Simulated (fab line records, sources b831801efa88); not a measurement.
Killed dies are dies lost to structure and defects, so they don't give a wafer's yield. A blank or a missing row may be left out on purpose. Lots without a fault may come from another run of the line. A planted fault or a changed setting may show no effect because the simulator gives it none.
Chamber matching | flow sky130 | SKY_LI_CONTACT_CMP_24 on cmp-02: 4 sister chambers
The step polishes, stops on PSG, t overpolish 20 s, target thk 0 nm. 4 wafers are shown with their chamber, then 8 later ones without.

WAFERS WITH THEIR CHAMBER
wafer  | chamber | motor_current_A (A)
L150.4 | 3       | 12.3
L152.2 | 1       | 10.5
L152.4 | 2       | 11.1
L153.1 | 0       | 9.0

WAFERS WITHOUT THEIR CHAMBER
wafer  | motor_current_A (A)
L153.2 | 10.2
L153.4 | 12.1
L155.4 | 12.2
L155.5 | 10.9
L155.6 | 10.7
L160.1 | 9.6
L160.3 | 11.2
L160.6 | 9.2

WHICH CHAMBER EACH WENT THROUGH
wafer  | from the rows above     | in truth
L153.2 | 1                       | 1
L153.4 | 3                       | 3
L155.4 | 3                       | 3
L155.5 | can't be placed: 2 or 1 | 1
L155.6 | can't be placed: 1 or 2 | 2
L160.1 | can't be placed: 0 or 1 | 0
L160.3 | 2                       | 2
L160.6 | 0                       | 0
Placed correctly: 5 of 8. Can't be placed from these rows: 3 (the true chamber is among the candidates in 3). Placed wrongly: 0.
How it was worked out, from the rows above alone: a wafer's distance from a chamber is the root of the sum, over the readings, of the square of ((its reading less the chamber's mean) divided by the reading's scatter). The wafer belongs to the nearest chamber; if the next one is less than 2 further off, it can't be placed. A chamber's mean is the mean of its shown wafers. The scatter: with one shown wafer a chamber, the root of the mean of the squares of how far each hidden wafer lies from its nearest shown one.
